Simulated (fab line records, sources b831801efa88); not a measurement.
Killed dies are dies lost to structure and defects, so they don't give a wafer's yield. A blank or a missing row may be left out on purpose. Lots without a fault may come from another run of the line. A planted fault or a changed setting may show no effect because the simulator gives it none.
Chamber matching | flow sky130 | SKY_LI_CONTACT_ETCH_15 on rie_diel-04: 4 sister chambers
The step etches PSG in C4F8/O2/Ar, stops on Si, target depth 600 nm. 4 wafers are shown with their chamber, then 11 later ones without.

WAFERS WITH THEIR CHAMBER
wafer  | chamber | oes_product_au (a.u.)
L087.2 | 0       | 0.834
L087.3 | 1       | 0.841
L087.6 | 2       | 0.828
L088.1 | 3       | 0.840

WAFERS WITHOUT THEIR CHAMBER
wafer  | oes_product_au (a.u.)
L088.3 | 0.839
L088.4 | 0.839
L091.2 | 0.833
L091.4 | 0.840
L091.5 | 0.833
L094.1 | 0.835
L094.2 | 0.836
L094.6 | 0.841
L097.3 | 0.843
L097.4 | 0.828
L097.5 | 0.834

WHICH CHAMBER EACH WENT THROUGH
wafer  | from the rows above     | in truth
L088.3 | can't be placed: 3 or 1 | 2
L088.4 | can't be placed: 3 or 1 | 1
L091.2 | 0                       | 0
L091.4 | can't be placed: 3 or 1 | 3
L091.5 | 0                       | 0
L094.1 | 0                       | 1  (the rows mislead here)
L094.2 | can't be placed: 0 or 3 | 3
L094.6 | can't be placed: 1 or 3 | 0
L097.3 | can't be placed: 1 or 3 | 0
L097.4 | 2                       | 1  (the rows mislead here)
L097.5 | 0                       | 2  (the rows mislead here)
Placed correctly: 2 of 11. Can't be placed from these rows: 6 (the true chamber is among the candidates in 3). Placed wrongly: 3.
How it was worked out, from the rows above alone: a wafer's distance from a chamber is the root of the sum, over the readings, of the square of ((its reading less the chamber's mean) divided by the reading's scatter). The wafer belongs to the nearest chamber; if the next one is less than 2 further off, it can't be placed. A chamber's mean is the mean of its shown wafers. The scatter: with one shown wafer a chamber, the root of the mean of the squares of how far each hidden wafer lies from its nearest shown one.
